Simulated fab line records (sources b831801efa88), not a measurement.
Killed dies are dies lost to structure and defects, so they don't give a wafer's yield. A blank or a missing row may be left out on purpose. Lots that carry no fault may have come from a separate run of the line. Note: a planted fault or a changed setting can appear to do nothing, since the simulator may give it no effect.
Which tool was responsible? :: flow gf180mcu :: Sampling: 14 lots, 42 wafers, 2 of 602 route steps

WHAT EACH GAUGE READ, for each wafer
GF_HV_LDD_OVL_MEAS_08.
lot: L698
measured: day 9 22:55
on: overlay-02
HV_LDD_OVL (nm): 2.0 2.1 1.2

lot: L699
measured: day 10 10:10
on: overlay-01
HV_LDD_OVL (nm): 0.3 1.0 1.3

lot: L703
measured: day 11 14:53
on: overlay-01
HV_LDD_OVL (nm): 0.5 1.9 1.5

lot: L704
measured: day 11 21:25
on: overlay-02
HV_LDD_OVL (nm): 1.0 1.3 1.0

lot: L707
measured: day 12 18:55
on: overlay-01
HV_LDD_OVL (nm): 1.0 -0.7 0.8

lot: L708
measured: day 13 02:41
on: overlay-01
HV_LDD_OVL (nm): -0.6 1.9 -1.4

lot: L709
measured: day 13 08:20
on: overlay-01
HV_LDD_OVL (nm): 2.5 0.7 0.8

lot: L710
measured: day 13 18:05
on: overlay-02
HV_LDD_OVL (nm): -1.5 -2.0 -0.1

lot: L713
measured: day 14 15:00
on: overlay-01
HV_LDD_OVL (nm): 1.8 1.3 0.4

lot: L715
measured: day 15 07:52
on: overlay-01
HV_LDD_OVL (nm): -0.5 0.8 -0.1

lot: L716
measured: day 15 10:49
on: overlay-02
HV_LDD_OVL (nm): 1.1 -1.1 1.3

lot: L719
measured: day 16 12:56
on: overlay-01
HV_LDD_OVL (nm): -0.4 1.3 1.1

lot: L720
measured: day 16 18:56
on: overlay-01
HV_LDD_OVL (nm): 1.9 2.6 0.2

lot: L721
measured: day 17 03:02
on: overlay-02
HV_LDD_OVL (nm): 0.2 1.8 1.0

TOOL THAT RAN EACH LOT (tool first, then ch and the chambers of the sampled wafers, then the start)
lot: L698
GF_POLY_GATE_STRIP_14: plasma_asher-02 ch 0,1, day 9 04:34

lot: L699
GF_POLY_GATE_STRIP_14: plasma_asher-04 ch 0, day 9 13:40

lot: L703
GF_POLY_GATE_STRIP_14: plasma_asher-02 ch 0,1, day 10 18:11

lot: L704
GF_POLY_GATE_STRIP_14: plasma_asher-01 ch 0,1, day 10 23:44

lot: L707
GF_POLY_GATE_STRIP_14: plasma_asher-04 ch 0,1, day 11 21:43

lot: L708
GF_POLY_GATE_STRIP_14: plasma_asher-04 ch 0,1, day 12 05:04

lot: L709
GF_POLY_GATE_STRIP_14: plasma_asher-04 ch 0, day 12 10:20

lot: L710
GF_POLY_GATE_STRIP_14: plasma_asher-04 ch 0,1, day 12 20:44

lot: L713
GF_POLY_GATE_STRIP_14: plasma_asher-01 ch 0,1, day 13 15:58

lot: L715
GF_POLY_GATE_STRIP_14: plasma_asher-01 ch 0,1, day 14 08:40

lot: L716
GF_POLY_GATE_STRIP_14: plasma_asher-04 ch 0,1, day 14 11:28

lot: L719
GF_POLY_GATE_STRIP_14: plasma_asher-01 ch 0,1, day 15 13:07

lot: L720
GF_POLY_GATE_STRIP_14: plasma_asher-02 ch 0,1, day 15 18:16

lot: L721
GF_POLY_GATE_STRIP_14: plasma_asher-02 ch 0,1, day 16 02:52
- GF_POLY_GATE_STRIP_14: strips in O2/N2.

WHAT THE TOOLS THEMSELVES READ (means of the sampled wafers that have a number; where no wafer has one, the mark that the record gives instead)
GF_POLY_GATE_STRIP_14.
lot: L698
tool: plasma_asher-02
drypump_motor_current_A (A): 5.9
heater_power_w (W): 290
oes_product_au (a.u.): 0.506

lot: L699
tool: plasma_asher-04
drypump_motor_current_A (A): 4.9
heater_power_w (W): 322
oes_product_au (a.u.): 0.508

lot: L703
tool: plasma_asher-02
drypump_motor_current_A (A): 5.6
heater_power_w (W): 286
oes_product_au (a.u.): 0.506

lot: L704
tool: plasma_asher-01
drypump_motor_current_A (A): 6.2
heater_power_w (W): 287
oes_product_au (a.u.): 0.503

lot: L707
tool: plasma_asher-04
drypump_motor_current_A (A): 5.5
heater_power_w (W): 308
oes_product_au (a.u.): 0.508

lot: L708
tool: plasma_asher-04
drypump_motor_current_A (A): 5.5
heater_power_w (W): 308
oes_product_au (a.u.): 0.503

lot: L709
tool: plasma_asher-04
drypump_motor_current_A (A): 4.9
heater_power_w (W): 321
oes_product_au (a.u.): 0.502

lot: L710
tool: plasma_asher-04
drypump_motor_current_A (A): 5.2
heater_power_w (W): 320
oes_product_au (a.u.): 0.505

lot: L713
tool: plasma_asher-01
drypump_motor_current_A (A): 6.2
heater_power_w (W): 290
oes_product_au (a.u.): 0.505

lot: L715
tool: plasma_asher-01
drypump_motor_current_A (A): 6.2
heater_power_w (W): 292
oes_product_au (a.u.): 0.504

lot: L716
tool: plasma_asher-04
drypump_motor_current_A (A): 5.2
heater_power_w (W): 321
oes_product_au (a.u.): 0.509

lot: L719
tool: plasma_asher-01
drypump_motor_current_A (A): 6.2
heater_power_w (W): 295
oes_product_au (a.u.): 0.502

lot: L720
tool: plasma_asher-02
drypump_motor_current_A (A): 5.8
heater_power_w (W): 285
oes_product_au (a.u.): 0.507

lot: L721
tool: plasma_asher-02
drypump_motor_current_A (A): 5.6
heater_power_w (W): 285
oes_product_au (a.u.): 0.507

THE ANSWER, worked out from the rows above alone
Rule: the lots themselves supply what counts as usual. Put in order of their means at a reading, lots are off if they are a third of the lots or fewer, leave a main group of 4 or more, and stand apart from it by a gap of 3 or more times the standard deviation of the main group's means; of several such gaps the widest counts. If all means in a main group match to the digits the tables above print for the reading, that group is not used. Also off: a lot with no number at a reading for which 4 or more lots have one. All remaining lots with rows at the step are treated as sound. After the gauges, taken in route order, come the tools' own readings; for these a lot's mean is taken, as printed above. The first step at which some lot is off is used, and at that step the reading that is off furthest; a lot without a number counts as furthest.
Nothing can be told from this: no lot is off at any reading shown.

WHAT THE SIMULATOR PUT IN
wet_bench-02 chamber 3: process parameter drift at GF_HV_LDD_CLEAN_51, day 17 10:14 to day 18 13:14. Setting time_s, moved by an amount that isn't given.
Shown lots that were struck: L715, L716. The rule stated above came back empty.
